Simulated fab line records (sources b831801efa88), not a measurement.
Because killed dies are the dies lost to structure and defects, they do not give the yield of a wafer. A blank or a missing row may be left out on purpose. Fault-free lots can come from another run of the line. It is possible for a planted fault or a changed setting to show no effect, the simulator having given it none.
Shared-tool check | flow gf180mcu | 11 lots and 33 wafers in the sample

== WHAT PROMPTED THE OPENING ==
Of 11 lots, 2 have the reading V3_CVD_00_THK flagged at GF_V3_THK_MEAS_01. Wafers without a fault read 600 nm, standard deviation 7.7.
Rule: a lot is flagged when every wafer of it that has a number lies more than 4 standard deviations from that mean, or none has a number. The other lots count as sound.

lot  | measured     | on            | V3_CVD_00_THK (nm), wafer by wafer | flag
L469 | day 22 13:29 | film metro-03 | 609 602 605                        |
L472 | day 23 15:37 | film metro-01 | 589 600 589                        |
L473 | day 23 18:45 | film metro-03 | 591 590 602                        |
L474 | day 24 08:16 | film metro-03 | 603 603 604                        |
L476 | day 25 00:47 | film metro-04 | 613 612 605                        |
L477 | day 25 06:43 | film metro-01 | 1185 1183 1201                     | FLAGGED
L478 | day 25 21:38 | film metro-04 | 601 592 585                        |
L480 | day 26 07:58 | film metro-03 | 1206 1206 1215                     | FLAGGED
L481 | day 26 15:13 | film metro-03 | 610 607 611                        |
L487 | day 28 11:41 | film metro-04 | 591 591 592                        |
L489 | day 28 21:24 | film metro-03 | 593 581 600                        |
The mean of the flagged lots' numbers is 1199 nm, +599 nm from the usual (+78 standard deviations).

== WHICH TOOL RAN EACH LOT ==
The record holds 2 process steps before the reading, out of a route of 602 steps. Cell contents, in order: the tool; ch with the chambers the sampled wafers went through; the start.
lot  | flag    | GF_M3_STRIP_17                       | GF_V3_CVD_00
L469 |         | plasma asher-04 ch 0,1, day 22 12:53 | hdpcvd-02 ch 0,1,2, day 22 13:25
L472 |         | plasma asher-01 ch 0,1, day 23 14:59 | hdpcvd-01 ch 0,1, day 23 15:31
L473 |         | plasma asher-03 ch 1, day 23 18:07   | hdpcvd-01 ch 0,1, day 23 18:38
L474 |         | plasma asher-04 ch 0,1, day 24 07:40 | hdpcvd-02 ch 0,1,2, day 24 08:12
L476 |         | plasma asher-03 ch 0,1, day 25 00:11 | hdpcvd-02 ch 0,1,2, day 25 00:43
L477 | FLAGGED | plasma asher-03 ch 0,1, day 25 05:53 | hdpcvd-01 ch 0,1, day 25 06:25
L478 |         | plasma asher-04 ch 0,1, day 25 21:01 | hdpcvd-01 ch 0,1,2, day 25 21:32
L480 | FLAGGED | plasma asher-01 ch 0,1, day 26 07:04 | hdpcvd-02 ch 0,1,2, day 26 07:39
L481 |         | plasma asher-01 ch 0,1, day 26 14:32 | hdpcvd-02 ch 0,1,2, day 26 15:09
L487 |         | plasma asher-04 ch 0,1, day 28 11:05 | hdpcvd-01 ch 0,2, day 28 11:36
L489 |         | plasma asher-04 ch 0, day 28 20:47   | hdpcvd-01 ch 1,2, day 28 21:19
What is done by these steps:
- GF_M3_STRIP_17: strips in O2/N2.
- GF_V3_CVD_00: deposits SiO2, target thk 600 nm, time 100 s.
- GF_V3_THK_MEAS_01

== FLAGGED AGAINST TOTAL, ONE TOOL AT A TIME (gauges that did the reading follow at the end) ==
step              | tool            | lots run | flagged | share of the flagged lots | sound lots run after its first flagged lot
GF_M3_STRIP_17    | plasma asher-01 | 3        | 1       | some                      | 1 (L481)
GF_M3_STRIP_17    | plasma asher-03 | 3        | 1       | some                      | 0
GF_M3_STRIP_17    | plasma asher-04 | 5        | 0       | none                      | -
GF_V3_CVD_00      | hdpcvd-01       | 6        | 1       | some                      | 3 (L478,L487,L489)
GF_V3_CVD_00      | hdpcvd-02       | 5        | 1       | some                      | 1 (L481)
GF_V3_THK_MEAS_01 | film metro-01   | 2        | 1       | some                      | 0
GF_V3_THK_MEAS_01 | film metro-03   | 6        | 1       | some                      | 2 (L481,L489)
GF_V3_THK_MEAS_01 | film metro-04   | 3        | 0       | none                      | -

== THE TABLE: WHAT IT ALLOWS ==
No row of the table ran every flagged lot.

== WHAT HAD BEEN PUT IN BY THE SIMULATOR ==
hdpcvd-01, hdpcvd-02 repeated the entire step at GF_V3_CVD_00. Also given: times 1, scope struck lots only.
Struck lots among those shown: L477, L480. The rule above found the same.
